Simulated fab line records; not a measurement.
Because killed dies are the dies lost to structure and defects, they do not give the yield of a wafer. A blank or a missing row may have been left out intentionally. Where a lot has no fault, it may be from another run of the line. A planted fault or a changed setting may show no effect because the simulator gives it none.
fab line records    flow sky130
record: lots: 13  wafers: 39  last_day: 50
route steps=708 shown SONOS_TUNNEL@162 SONOS_ONO@169 RES_PROTECT@210 PAD_OPEN@708
lots with no fault: from the same line, run without faults
start_h: the number of hours between the record's first day and the start of the first shown wafer of the lot    wait_h: hours from the lot's prior step to this one    " the same as in the row above    L1.1+2: several wafers, shown together as one row    - value missing, or start not given    * or withheld: withheld    < > ~ a bound
route shown NAME@n: a module of which the file shows steps, and the number in the route of the first    usual: the fault-free wafers' mean and standard deviation    same: alike in all rows    chamber/n: place in a boat    sites: the reading at each site    _std_site: their standard deviation    _edge_site: the outer-site mean with the inner-site mean subtracted    radius_mm: for every site, how far away it sits from the centre of the wafer    mask NAME#n: copy n    behind: tool/chamber where the wafer was last shaped    hold: what put the lot on hold/how long, in hours/how the hold closed    device: the n, p or np transistor that did not switch    end of line: tests run on the same wafers once the route is complete    a step without rows: its recipe alone    killed: at the first sort, the dies lost to defects and structure; wafer yield is something else    map: shows each die of a wafer: x if killed, . if not, _ if none is there
set.NAME: setting as actually run; set.NAME@STEP: the setting as run at that earlier step    model.NAME: the simulator's own value behind a step, which no gauge read
route steps across a sampled set of lots; one table per step, one row per wafer
services: from which hour (start_h, from the record's first day; less than 0 if before it) a tool's chamber was out of use, for how many hours, and why
== steps ==
step: SKY_SONOS_TUNNEL_OVL_MEAS_08
usual: SONOS_TUNNEL_OVL: 0.3/1.3
lot.wafer  tool        chamber  start_h  wait_h  SONOS_TUNNEL_OVL[nm]
L596.1     overlay-01  -        254.79   0.1     -0.1
L596.3     "           -        "        "       -0.4
L596.5     "           -        "        "       -0.8
L597.1     overlay-02  -        264.55   0.1     -0.3
L597.2     "           -        "        "       -0.8
L597.3     "           -        "        "       -0.9
L599.2     overlay-02  -        274.95   0.1     -1.7
L599.4     "           -        "        "       1.5
L599.6     "           -        "        "       -1.7
L600.2     overlay-01  -        280.71   0.1     1.3
L600.3     "           -        "        "       2.3
L600.5     "           -        "        "       2.0
L601.2     overlay-02  -        288.51   0.1     0.9
L601.3     "           -        "        "       1.0
L601.5     "           -        "        "       2.5
L602.2     overlay-02  -        297.10   0.1     -0.4
L602.4     "           -        "        "       -0.6
L602.5     "           -        "        "       -1.7
L613.2     overlay-01  -        380.89   0.1     -1.9
L613.5     "           -        "        "       -0.5
L613.6     "           -        "        "       -2.6
L614.1     overlay-01  -        386.73   0.1     3.3
L614.3     "           -        "        "       1.4
L614.4     "           -        "        "       -0.2
L615.1     overlay-02  -        393.53   0.1     0.0
L615.3     "           -        "        "       0.2
L615.6     "           -        "        "       -0.3
L616.2     overlay-02  -        403.34   0.1     1.5
L616.4     "           -        "        "       0.8
L616.5     "           -        "        "       0.5
L617.3     overlay-02  -        411.09   0.1     1.1
L617.5     "           -        "        "       2.8
L617.6     "           -        "        "       0.9
L618.3     overlay-01  -        423.91   0.1     1.1
L618.5     "           -        "        "       1.0
L618.6     "           -        "        "       0.6
L619.2     overlay-02  -        432.56   0.1     0.4
L619.4     "           -        "        "       1.3
L619.6     "           -        "        "       -0.3
step: SKY_SONOS_ONO_THK_MEAS_01
recipe: reads: SiO2_of_SONOS_ONO_OXIDATION_00
usual: SONOS_ONO_OXIDATION_THK: 2.58/0.059
lot.wafer  tool           chamber  start_h  wait_h  SONOS_ONO_OXIDATION_THK[nm]
L596.1     film_metro-03  -        258.29   0.0     2.59
L596.3     "              -        "        "       2.64
L596.5     "              -        "        "       2.68
L597.1     film_metro-02  -        269.25   0.0     2.56
L597.2     "              -        "        "       2.53
L597.3     "              -        "        "       2.49
L599.2     film_metro-01  -        281.44   0.0     2.51
L599.4     "              -        "        "       2.53
L599.6     "              -        "        "       2.54
L600.2     film_metro-01  -        285.71   0.0     2.51
L600.3     "              -        "        "       2.58
L600.5     "              -        "        "       2.54
L601.2     film_metro-01  -        292.42   0.0     2.54
L601.3     "              -        "        "       2.49
L601.5     "              -        "        "       2.50
L602.2     film_metro-02  -        300.10   0.0     2.56
L602.4     "              -        "        "       2.52
L602.5     "              -        "        "       2.54
L614.1     film_metro-01  -        389.55   0.0     2.66
L614.3     "              -        "        "       2.67
L614.4     "              -        "        "       2.68
L613.2     film_metro-02  -        389.56   0.0     2.66
L613.5     "              -        "        "       2.74
L613.6     "              -        "        "       2.73
L615.1     film_metro-03  -        397.89   0.0     2.67
L615.3     "              -        "        "       2.69
L615.6     "              -        "        "       2.70
L616.2     film_metro-02  -        410.26   0.0     2.60
L616.4     "              -        "        "       2.62
L616.5     "              -        "        "       2.63
L617.3     film_metro-03  -        418.48   0.0     2.66
L617.5     "              -        "        "       2.54
L617.6     "              -        "        "       2.61
L618.3     film_metro-03  -        426.93   0.0     2.70
L618.5     "              -        "        "       2.57
L618.6     "              -        "        "       2.61
L619.2     film_metro-02  -        435.40   0.0     2.60
L619.4     "              -        "        "       2.58
L619.6     "              -        "        "       2.56
step: SKY_SONOS_ONO_THK_MEAS_03
recipe: reads: Si3N4_of_SONOS_ONO_CVD_02
usual: SONOS_ONO_CVD_02_THK: 10.45/0.13
lot.wafer  tool           chamber  start_h  wait_h  SONOS_ONO_CVD_02_THK[nm]
L596.1     film_metro-01  -        261.20   0.0     10.52
L596.3     "              -        "        "       10.59
L596.5     "              -        "        "       10.53
L597.1     film_metro-02  -        270.36   0.0     10.27
L597.2     "              -        "        "       10.31
L597.3     "              -        "        "       10.35
L599.2     film_metro-03  -        286.16   0.0     10.42
L599.4     "              -        "        "       10.49
L599.6     "              -        "        "       10.40
L600.2     film_metro-01  -        289.00   0.0     10.34
L600.3     "              -        "        "       10.34
L600.5     "              -        "        "       10.41
L601.2     film_metro-03  -        293.53   0.0     10.25
L601.3     "              -        "        "       10.23
L601.5     "              -        "        "       10.31
L602.2     film_metro-01  -        301.61   0.0     10.47
L602.4     "              -        "        "       10.38
L602.5     "              -        "        "       10.45
L614.1     film_metro-02  -        391.19   0.0     10.47
L614.3     "              -        "        "       10.38
L614.4     "              -        "        "       10.41
L613.2     film_metro-01  -        391.20   0.0     10.62
L613.5     "              -        "        "       10.57
L613.6     "              -        "        "       10.56
L615.1     film_metro-02  -        400.62   0.0     10.50
L615.3     "              -        "        "       10.48
L615.6     "              -        "        "       10.51
L616.2     film_metro-03  -        411.89   0.0     10.33
L616.4     "              -        "        "       10.36
L616.5     "              -        "        "       10.47
L617.3     film_metro-03  -        423.62   0.0     10.38
L617.5     "              -        "        "       10.47
L617.6     "              -        "        "       10.46
L618.3     film_metro-01  -        429.68   0.0     10.56
L618.5     "              -        "        "       10.58
L618.6     "              -        "        "       10.52
L619.2     film_metro-01  -        437.94   0.0     10.23
L619.4     "              -        "        "       10.32
L619.6     "              -        "        "       10.34
step: SKY_RES_PROTECT_EXPOSE_04
recipe: mask_id: RPM  na: 0.6  source_shape: conventional  sigma_outer: 0.6  polarization: unpolarized  target_cd_nm: 1270  dose_mj: 131
lot.wafer   tool              chamber  start_h  wait_h  mask
L596.1+3+5  iline_stepper-01  0        358.87   -       RPM#0
L597.1+2+3  iline_stepper-02  0        359.35   -       RPM#0
L599.2+4+6  iline_stepper-01  0        365.12   -       RPM#0
L600.2+3+5  iline_stepper-02  0        365.36   -       RPM#0
L601.2+3+5  iline_stepper-02  0        365.59   -       RPM#0
L602.2+4+5  iline_stepper-02  0        381.79   -       TUNM#0
L614.1+3+4  iline_stepper-01  0        472.44   -       RPM#0
L613.2+5+6  iline_stepper-01  0        474.15   -       RPM#0
L615.1+3+6  iline_stepper-02  0        482.69   -       RPM#0
L616.2+4+5  iline_stepper-01  0        494.07   -       RPM#0
L617.3+5+6  iline_stepper-01  0        507.31   -       RPM#0
L618.3+5+6  iline_stepper-02  0        514.24   -       RPM#0
L619.2+4+6  iline_stepper-01  0        521.66   -       RPM#0
step: SKY_RES_PROTECT_TW_MEAS_08
usual: POLY_GATE_TW: 3991/22
lot.wafer  tool           chamber  start_h  wait_h  POLY_GATE_TW
L596.1     film_metro-03  -        372.48   0.1     4023
L596.3     "              -        "        "       4009
L596.5     "              -        "        "       4002
L597.1     film_metro-02  -        372.82   0.1     3960
L597.2     "              -        "        "       3998
L597.3     "              -        "        "       3982
L599.2     film_metro-03  -        378.33   0.1     4021
L599.4     "              -        "        "       4037
L599.6     "              -        "        "       4021
L600.2     film_metro-04  -        378.63   0.1     3961
L600.3     "              -        "        "       3966
L600.5     "              -        "        "       3984
L601.2     film_metro-02  -        378.98   0.1     3991
L601.3     "              -        "        "       3989
L601.5     "              -        "        "       3982
L602.2     film_metro-02  -        395.69   0.1     30
L602.4     "              -        "        "       30
L602.5     "              -        "        "       30
L614.1     film_metro-03  -        487.38   0.1     4015
L614.3     "              -        "        "       4052
L614.4     "              -        "        "       4025
L613.2     film_metro-04  -        489.63   0.1     3932
L613.5     "              -        "        "       3941
L613.6     "              -        "        "       3944
L615.1     film_metro-02  -        497.78   0.1     3979
L615.3     "              -        "        "       3986
L615.6     "              -        "        "       3993
L616.2     film_metro-02  -        510.43   0.1     4003
L616.4     "              -        "        "       3992
L616.5     "              -        "        "       3985
L617.3     film_metro-03  -        521.89   0.1     4004
L617.5     "              -        "        "       3992
L617.6     "              -        "        "       4006
L618.3     film_metro-02  -        528.09   0.1     4002
L618.5     "              -        "        "       3977
L618.6     "              -        "        "       4013
L619.2     film_metro-02  -        536.03   0.1     4000
L619.4     "              -        "        "       3983
L619.6     "              -        "        "       3993
step: SKY_PAD_OPEN_PROBE_99
usual: killed_at_M0_to_M3: 42/6.6  killed_at_M4_up: 3.0/1.7  killed_at_contacts: 24/5.3  killed_at_front_end: 15/4.5  killed_at_other: 0.2/0.49  killed_dies: 83/9  killed_open: 45/6.9  killed_short: 38/5.8
same: gross_dies: 492  killed_at_back_side: 0
lot.wafer  tool       chamber  start_h  wait_h  killed_at_M0_to_M3  killed_at_M4_up  killed_at_contacts  killed_at_front_end  killed_at_other  killed_dies  killed_open  killed_short
L602.2     prober-02  -        1116.33  0.1     50                  3                14                  12                   0                79           39           40
L602.4     prober-02  -        1116.43  0.2     44                  3                25                  16                   0                88           42           46
L602.5     prober-02  -        1116.48  0.2     34                  2                15                  14                   0                65           32           33
L615.1     prober-02  -        1186.00  0.1     38                  4                29                  18                   0                89           49           39
L615.3     prober-02  -        1186.10  0.2     41                  7                24                  16                   0                88           48           39
L615.6     prober-02  -        1186.25  0.2     60                  5                26                  11                   0                102          56           46
L617.3     prober-01  -        1194.23  0.2     51                  2                17                  8                    0                78           42           36
L617.5     prober-01  -        1194.33  0.2     38                  5                26                  12                   0                81           38           43
L617.6     prober-01  -        1194.38  0.2     46                  3                22                  5                    0                76           42           34
killed by level:class
L602.2 METAL1:geometric_particle:short=9 VIA3:geometric_particle:open=8 VIA1:geometric_particle:open=8 CONTACT:geometric_particle:open=7 FIELD_ISO:geometric_particle:short=5 METAL2:geometric_particle:short=5 VIA2:geometric_particle:open=5 VIA1:geometric_particle:short=4
L602.4 LI_CONTACT:geometric_particle:open=11 VIA1:geometric_particle:open=9 METAL1:geometric_particle:short=7 VIA3:geometric_particle:open=6 FIELD_ISO:geometric_particle:short=5 CONTACT:geometric_particle:short=5 METAL2:geometric_particle:short=4 CONTACT:geometric_particle:open=4
L602.5 VIA3:geometric_particle:open=7 CONTACT:geometric_particle:open=6 VIA2:geometric_particle:short=5 FIELD_ISO:geometric_particle:short=4 VIA2:geometric_particle:open=4 VIA1:geometric_particle:open=4 METAL2:geometric_particle:short=4 METAL3:geometric_particle:short=4
L615.1 CONTACT:geometric_particle:open=10 METAL2:geometric_particle:short=9 LI_CONTACT:geometric_particle:open=8 VIA1:geometric_particle:open=7 FIELD_ISO:geometric_particle:open=6 CONTACT:geometric_particle:short=6 FIELD_ISO:geometric_particle:short=4 SPACER:geometric_particle:open=4
L615.3 CONTACT:geometric_particle:open=9 VIA1:geometric_particle:open=9 LI_CONTACT:geometric_particle:open=7 METAL1:geometric_particle:short=6 VIA3:geometric_particle:open=6 METAL4:geometric_particle:short=6 VIA2:geometric_particle:open=5 FIELD_ISO:geometric_particle:short=3
L615.6 VIA3:geometric_particle:open=14 CONTACT:geometric_particle:open=10 VIA2:geometric_particle:open=10 VIA1:geometric_particle:short=6 VIA1:geometric_particle:open=6 LI_CONTACT:geometric_particle:open=5 LOCAL_INTERCONNECT:geometric_particle:short=5 METAL1:geometric_particle:short=5
L617.3 VIA1:geometric_particle:open=12 VIA3:geometric_particle:open=10 CONTACT:geometric_particle:open=6 VIA1:geometric_particle:short=6 VIA2:geometric_particle:open=5 METAL1:geometric_particle:short=5 METAL2:geometric_particle:short=5 VIA3:geometric_particle:short=5
L617.5 VIA1:geometric_particle:open=7 CONTACT:geometric_particle:open=6 METAL1:geometric_particle:short=6 LI_CONTACT:geometric_particle:short=5 VIA3:geometric_particle:open=5 LOCAL_INTERCONNECT:geometric_particle:short=5 CONTACT:geometric_particle:short=5 SPACER:geometric_particle:open=4
L617.6 VIA1:geometric_particle:open=13 CONTACT:geometric_particle:open=10 VIA3:geometric_particle:open=8 METAL2:geometric_particle:short=7 LOCAL_INTERCONNECT:geometric_particle:short=5 METAL1:geometric_particle:short=5 CONTACT:geometric_particle:short=4 VIA1:geometric_particle:short=4
== services ==
tool              chamber  start_h  hours  kind
iline_stepper-01  0        391.78   -      calibration
iline_stepper-02  -        394.96   2.7    repair
iline_stepper-02  -        433.19   9.0    repair
iline_stepper-02  -        485.50   2.5    repair
iline_stepper-01  -        488.00   1.7    pm
iline_stepper-02  0        505.89   -      calibration
== key ==
first_sign: step: SKY_RES_PROTECT_EXPOSE_04  reading: mask  direction: changed
effect: step: SKY_RES_PROTECT_TW_MEAS_08  reading: POLY_GATE_TW  direction: down  sigmas: 99+  usual: 3991  struck: 30
met_at SKY_RES_PROTECT_EXPOSE_04
struck_lots L602
tester_left_out L602
not_acting_at SKY_SONOS_TUNNEL_OVL_MEAS_08,SKY_SONOS_ONO_THK_MEAS_01,SKY_SONOS_ONO_THK_MEAS_03
onset_between 365.59 381.79
fault: kind: wrong_mask  tool: any  chamber: -  onset_h: 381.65  steps: SKY_RES_PROTECT_EXPOSE_04  aux_copy: TUNM#0  scope: struck_lots_only
tester_left_out: of these lots the tester's yield and bins aren't shown, on N5 and GAA mostly nor the transistor test; their killed dies are dies lost to structure and defects alone, not to doping, threshold or leakage, so they don't give the yield
